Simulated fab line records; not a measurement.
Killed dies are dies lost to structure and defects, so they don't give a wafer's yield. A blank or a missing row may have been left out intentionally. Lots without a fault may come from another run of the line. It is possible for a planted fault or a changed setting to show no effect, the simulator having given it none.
Chamber matching | flow gf180mcu | GF_POLY_GATE_ETCH_13 on rie_si-01: 3 sister chambers
The step etches poly-Si in HBr/Cl2, stops on SiO2, target depth 198.5 nm, time 69.6 s. 3 wafers are shown with their chamber, then 6 later ones without.

## EACH WAFER AND ITS CHAMBER
wafer  | chamber | drypump_motor_current_A (A)
L156.3 | 1       | 5.1
L156.4 | 2       | 5.6
L156.5 | 3       | 6.0

## WAFERS MISSING THEIR CHAMBER
wafer  | drypump_motor_current_A (A)
L157.5 | 6.0
L158.1 | 5.5
L158.3 | 6.0
L158.5 | 5.1
L159.2 | 5.6
L159.6 | 5.1

## CHAMBER TAKEN BY EACH
wafer  | from the rows above | in truth
L157.5 | 3                   | 3
L158.1 | 2                   | 2
L158.3 | 3                   | 3
L158.5 | 1                   | 1
L159.2 | 2                   | 2
L159.6 | 1                   | 1
Correct placement for 6 of the 6. From these rows, 0 cannot be placed. 0 placed wrongly.
How it was worked out, from the rows above alone: a wafer's distance from a chamber is the root of the sum, over the readings, of the square of ((its reading less the chamber's mean) divided by the reading's scatter). If the next closest chamber is less than 2 further off than the closest, the wafer can't be placed; otherwise it belongs to the closest. Each chamber's mean is taken over the wafers shown for it. The scatter (one wafer shown for each chamber): square how far every hidden wafer sits from the nearest shown wafer, average those squares and take the square root.
